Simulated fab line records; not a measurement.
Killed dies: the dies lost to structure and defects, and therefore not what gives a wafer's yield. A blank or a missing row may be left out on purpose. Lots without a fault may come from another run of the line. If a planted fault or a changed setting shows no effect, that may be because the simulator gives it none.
Which tool did it? || flow sky130 || 30 wafers from 10 lots sampled at 5 of the route's 708 steps

WHAT EACH GAUGE READ, for each wafer
SKY_VIA2_OVL_MEAS_13. Usual: VIA2_OVL -7 nm, standard deviation 6.7.
{"lot": "L194", "measured": "day 36 07:33", "on": "overlay-02", "VIA2_OVL (nm)": "-7 -3 -9", "flag": ""}
{"lot": "L196", "measured": "day 37 03:34", "on": "overlay-02", "VIA2_OVL (nm)": "6 -5 -1", "flag": ""}
{"lot": "L202", "measured": "day 38 19:07", "on": "overlay-02", "VIA2_OVL (nm)": "-8 -9 -14", "flag": ""}
{"lot": "L204", "measured": "day 39 10:54", "on": "overlay-01", "VIA2_OVL (nm)": "-17 -4 -12", "flag": ""}
{"lot": "L205", "measured": "day 39 18:13", "on": "overlay-01", "VIA2_OVL (nm)": "-6 -2 -10", "flag": ""}
{"lot": "L206", "measured": "day 40 10:10", "on": "overlay-02", "VIA2_OVL (nm)": "-10 -10 -7", "flag": ""}
{"lot": "L208", "measured": "day 41 00:20", "on": "overlay-02", "VIA2_OVL (nm)": "-3 -2 -17", "flag": ""}
{"lot": "L209", "measured": "day 41 07:33", "on": "overlay-02", "VIA2_OVL (nm)": "-11 -6 -12", "flag": ""}
{"lot": "L212", "measured": "day 41 20:26", "on": "overlay-01", "VIA2_OVL (nm)": "-1 -9 -1", "flag": ""}
{"lot": "L214", "measured": "day 42 13:01", "on": "overlay-01", "VIA2_OVL (nm)": "-7 -14 -1", "flag": ""}

SKY_CAPM_RS_MEAS_03: uses a four-point probe to measure. Usual: CAPM_TIN_RS 6.91 ohm/sq, standard deviation 0.071.
{"lot": "L194", "measured": "day 36 09:23", "on": "filmMetro-03", "CAPM_TIN_RS (ohm/sq)": "6.88 6.91 6.83", "flag": ""}
{"lot": "L196", "measured": "day 37 05:20", "on": "filmMetro-02", "CAPM_TIN_RS (ohm/sq)": "6.87 6.89 6.95", "flag": ""}
{"lot": "L202", "measured": "day 38 20:52", "on": "filmMetro-02", "CAPM_TIN_RS (ohm/sq)": "6.95 7.05 6.94", "flag": ""}
{"lot": "L204", "measured": "day 39 12:41", "on": "filmMetro-02", "CAPM_TIN_RS (ohm/sq)": "- - -", "flag": "OFF"}
{"lot": "L205", "measured": "day 39 20:02", "on": "filmMetro-03", "CAPM_TIN_RS (ohm/sq)": "- - -", "flag": "OFF"}
{"lot": "L206", "measured": "day 40 11:56", "on": "filmMetro-02", "CAPM_TIN_RS (ohm/sq)": "6.99 6.97 6.96", "flag": ""}
{"lot": "L208", "measured": "day 41 02:05", "on": "filmMetro-03", "CAPM_TIN_RS (ohm/sq)": "6.90 6.93 6.95", "flag": ""}
{"lot": "L209", "measured": "day 41 09:19", "on": "filmMetro-03", "CAPM_TIN_RS (ohm/sq)": "6.95 6.94 6.96", "flag": ""}
{"lot": "L212", "measured": "day 41 22:14", "on": "filmMetro-04", "CAPM_TIN_RS (ohm/sq)": "7.00 6.93 6.85", "flag": ""}
{"lot": "L214", "measured": "day 42 14:46", "on": "filmMetro-04", "CAPM_TIN_RS (ohm/sq)": "6.78 6.69 6.80", "flag": ""}

SKY_CAPM_THK_MEAS_04: measures by xrf. Usual: CAPM_TIN_THK 200.0 nm, standard deviation 2.3.
{"lot": "L194", "measured": "day 36 09:30", "on": "filmMetro-03", "CAPM_TIN_THK (nm)": "200.2 200.0 202.1", "flag": ""}
{"lot": "L196", "measured": "day 37 05:26", "on": "filmMetro-02", "CAPM_TIN_THK (nm)": "200.8 201.1 199.8", "flag": ""}
{"lot": "L202", "measured": "day 38 20:59", "on": "filmMetro-02", "CAPM_TIN_THK (nm)": "197.5 194.3 198.6", "flag": ""}
{"lot": "L204", "measured": "day 39 12:47", "on": "filmMetro-02", "CAPM_TIN_THK (nm)": "<0.0 <0.0 <0.0", "flag": "OFF"}
{"lot": "L205", "measured": "day 39 20:10", "on": "filmMetro-03", "CAPM_TIN_THK (nm)": "<0.0 <0.0 <0.0", "flag": "OFF"}
{"lot": "L206", "measured": "day 40 12:02", "on": "filmMetro-02", "CAPM_TIN_THK (nm)": "197.4 197.3 198.1", "flag": ""}
{"lot": "L208", "measured": "day 41 02:12", "on": "filmMetro-03", "CAPM_TIN_THK (nm)": "199.6 199.5 198.4", "flag": ""}
{"lot": "L209", "measured": "day 41 09:26", "on": "filmMetro-03", "CAPM_TIN_THK (nm)": "198.9 198.1 198.4", "flag": ""}
{"lot": "L212", "measured": "day 41 22:21", "on": "filmMetro-04", "CAPM_TIN_THK (nm)": "199.4 201.5 203.3", "flag": ""}
{"lot": "L214", "measured": "day 42 14:53", "on": "filmMetro-04", "CAPM_TIN_THK (nm)": "206.4 208.5 204.2", "flag": ""}

EACH LOT AND THE TOOL THAT RAN IT (in order: tool; ch and the chambers of the sampled wafers; start)
{"lot": "L194", "SKY_VIA2_ETCH_14": "rieDiel-01 ch 0,3, day 36 07:35", "SKY_CAPM_SPUTTER_02": "pvdSputter-04, day 36 09:16"}
{"lot": "L196", "SKY_VIA2_ETCH_14": "rieDiel-02 ch 1,2,3, day 37 03:36", "SKY_CAPM_SPUTTER_02": "pvdSputter-03, day 37 05:12"}
{"lot": "L202", "SKY_VIA2_ETCH_14": "rieDiel-04 ch 2,3, day 38 19:09", "SKY_CAPM_SPUTTER_02": "pvdSputter-04, day 38 20:45"}
{"lot": "L204", "SKY_VIA2_ETCH_14": "rieDiel-01 ch 1,2,3, day 39 10:55", "SKY_CAPM_SPUTTER_02": "pvdSputter-04, day 39 12:31"}
{"lot": "L205", "SKY_VIA2_ETCH_14": "rieDiel-02 ch 0,1,2, day 39 18:15", "SKY_CAPM_SPUTTER_02": "pvdSputter-04, day 39 19:56"}
{"lot": "L206", "SKY_VIA2_ETCH_14": "rieDiel-04 ch 0,1,3, day 40 10:11", "SKY_CAPM_SPUTTER_02": "pvdSputter-04, day 40 11:47"}
{"lot": "L208", "SKY_VIA2_ETCH_14": "rieDiel-01 ch 0,1, day 41 00:22", "SKY_CAPM_SPUTTER_02": "pvdSputter-04, day 41 01:58"}
{"lot": "L209", "SKY_VIA2_ETCH_14": "rieDiel-02 ch 1,2,3, day 41 07:35", "SKY_CAPM_SPUTTER_02": "pvdSputter-04, day 41 09:11"}
{"lot": "L212", "SKY_VIA2_ETCH_14": "rieDiel-04 ch 0,1, day 41 20:29", "SKY_CAPM_SPUTTER_02": "pvdSputter-04, day 41 22:07"}
{"lot": "L214", "SKY_VIA2_ETCH_14": "rieDiel-02 ch 0,3, day 42 13:03", "SKY_CAPM_SPUTTER_02": "pvdSputter-04, day 42 14:39"}
- SKY_VIA2_ETCH_14: etches BARC in N2/H2, stops on SiO2, time 45.9 s, target depth 60 nm.
- SKY_CAPM_SPUTTER_02: material TiN, target thk 200 nm, time 166.7 s.

AS READ BY THE TOOLS THEMSELVES (means over the sampled wafers that have a number; for cases with no such wafer, the mark the record gives instead)
SKY_VIA2_ETCH_14. Usual: drypumpMotorCurrentA 5.9 A, standard deviation 0.45; h2FlowSccm 200.0 sccm, standard deviation 0.7; oesProductAu 0.855 a.u., standard deviation 0.0051; throttleValvePct 13.225 %, standard deviation 0.0093.
{"lot": "L194", "tool": "rieDiel-01", "drypumpMotorCurrentA (A)": 6.0, "h2FlowSccm (sccm)": 199.7, "oesProductAu (a.u.)": 0.857, "throttleValvePct (%)": 13.223, "flag": ""}
{"lot": "L196", "tool": "rieDiel-02", "drypumpMotorCurrentA (A)": 5.9, "h2FlowSccm (sccm)": 200.0, "oesProductAu (a.u.)": 0.853, "throttleValvePct (%)": 13.227, "flag": ""}
{"lot": "L202", "tool": "rieDiel-04", "drypumpMotorCurrentA (A)": 6.2, "h2FlowSccm (sccm)": 200.4, "oesProductAu (a.u.)": 0.852, "throttleValvePct (%)": 13.230, "flag": ""}
{"lot": "L204", "tool": "rieDiel-01", "drypumpMotorCurrentA (A)": 5.6, "h2FlowSccm (sccm)": 199.7, "oesProductAu (a.u.)": 0.854, "throttleValvePct (%)": 13.222, "flag": ""}
{"lot": "L205", "tool": "rieDiel-02", "drypumpMotorCurrentA (A)": 5.9, "h2FlowSccm (sccm)": 200.2, "oesProductAu (a.u.)": 0.851, "throttleValvePct (%)": 13.229, "flag": ""}
{"lot": "L206", "tool": "rieDiel-04", "drypumpMotorCurrentA (A)": 6.1, "h2FlowSccm (sccm)": 199.5, "oesProductAu (a.u.)": 0.858, "throttleValvePct (%)": 13.227, "flag": ""}
{"lot": "L208", "tool": "rieDiel-01", "drypumpMotorCurrentA (A)": 6.4, "h2FlowSccm (sccm)": 201.3, "oesProductAu (a.u.)": 0.854, "throttleValvePct (%)": 13.229, "flag": ""}
{"lot": "L209", "tool": "rieDiel-02", "drypumpMotorCurrentA (A)": 5.9, "h2FlowSccm (sccm)": 200.2, "oesProductAu (a.u.)": 0.849, "throttleValvePct (%)": 13.238, "flag": ""}
{"lot": "L212", "tool": "rieDiel-04", "drypumpMotorCurrentA (A)": 5.8, "h2FlowSccm (sccm)": 198.9, "oesProductAu (a.u.)": 0.853, "throttleValvePct (%)": 13.214, "flag": ""}
{"lot": "L214", "tool": "rieDiel-02", "drypumpMotorCurrentA (A)": 6.0, "h2FlowSccm (sccm)": 199.8, "oesProductAu (a.u.)": 0.851, "throttleValvePct (%)": 13.218, "flag": ""}

SKY_CAPM_SPUTTER_02. Usual: cathodeDcPowerW 6500.1 W, standard deviation 1.3; chamberPressurePa 0.4000 Pa, standard deviation 0.00078; substrateTempC 299.99 C, standard deviation 0.19; throttleValvePct 30.4 %, standard deviation 0.5.
{"lot": "L194", "tool": "pvdSputter-04", "cathodeDcPowerW (W)": 6499.3, "chamberPressurePa (Pa)": 0.3999, "substrateTempC (C)": 300.08, "throttleValvePct (%)": 30.1, "flag": ""}
{"lot": "L196", "tool": "pvdSputter-03", "cathodeDcPowerW (W)": 6499.5, "chamberPressurePa (Pa)": 0.3999, "substrateTempC (C)": 300.06, "throttleValvePct (%)": 30.5, "flag": ""}
{"lot": "L202", "tool": "pvdSputter-04", "cathodeDcPowerW (W)": 6501.6, "chamberPressurePa (Pa)": 0.4006, "substrateTempC (C)": 300.02, "throttleValvePct (%)": 30.6, "flag": ""}
{"lot": "L204", "tool": "pvdSputter-04", "cathodeDcPowerW (W)": "-", "chamberPressurePa (Pa)": "-", "substrateTempC (C)": "-", "throttleValvePct (%)": "-", "flag": "OFF"}
{"lot": "L205", "tool": "pvdSputter-04", "cathodeDcPowerW (W)": "-", "chamberPressurePa (Pa)": "-", "substrateTempC (C)": "-", "throttleValvePct (%)": "-", "flag": "OFF"}
{"lot": "L206", "tool": "pvdSputter-04", "cathodeDcPowerW (W)": 6499.3, "chamberPressurePa (Pa)": 0.3996, "substrateTempC (C)": 299.91, "throttleValvePct (%)": 30.1, "flag": ""}
{"lot": "L208", "tool": "pvdSputter-04", "cathodeDcPowerW (W)": 6500.0, "chamberPressurePa (Pa)": 0.3996, "substrateTempC (C)": 299.82, "throttleValvePct (%)": 30.3, "flag": ""}
{"lot": "L209", "tool": "pvdSputter-04", "cathodeDcPowerW (W)": 6499.7, "chamberPressurePa (Pa)": 0.3995, "substrateTempC (C)": 299.71, "throttleValvePct (%)": 30.0, "flag": ""}
{"lot": "L212", "tool": "pvdSputter-04", "cathodeDcPowerW (W)": 6499.4, "chamberPressurePa (Pa)": 0.3994, "substrateTempC (C)": 300.09, "throttleValvePct (%)": 30.7, "flag": ""}
{"lot": "L214", "tool": "pvdSputter-04", "cathodeDcPowerW (W)": 6500.2, "chamberPressurePa (Pa)": 0.3994, "substrateTempC (C)": 300.13, "throttleValvePct (%)": 30.6, "flag": ""}

THE ANSWER, worked out from the rows above alone
Rule: a lot counts as off when the mean over its wafers that have a number is more than 3 standard deviations away from the usual mean. Also off: a lot with no number at a reading for which 4 or more lots have one. Any other lot the step has rows for is counted as sound. Order of review: gauges by route order, followed by the tools' own readings, for which a lot's mean as printed above is used. At the first step where some lot is off, the reading lying furthest off is the one used; lots without a number count as furthest.
Off: L204, L205, seen at SKY_CAPM_RS_MEAS_03 (CAPM_TIN_RS). Without a number there: L204, L205.
If a tool, at a process step before that reading, ran all the lots that are off and no sound lot after the first of them, it fits. Not tried: the gauges at SKY_CAPM_RS_MEAS_03; whatever is off there is also off at SKY_CAPM_SPUTTER_02, on other tools, and gauge error can't account for it. Not one of the candidates tried fits.

WHAT THE SIMULATOR HAD INSERTED
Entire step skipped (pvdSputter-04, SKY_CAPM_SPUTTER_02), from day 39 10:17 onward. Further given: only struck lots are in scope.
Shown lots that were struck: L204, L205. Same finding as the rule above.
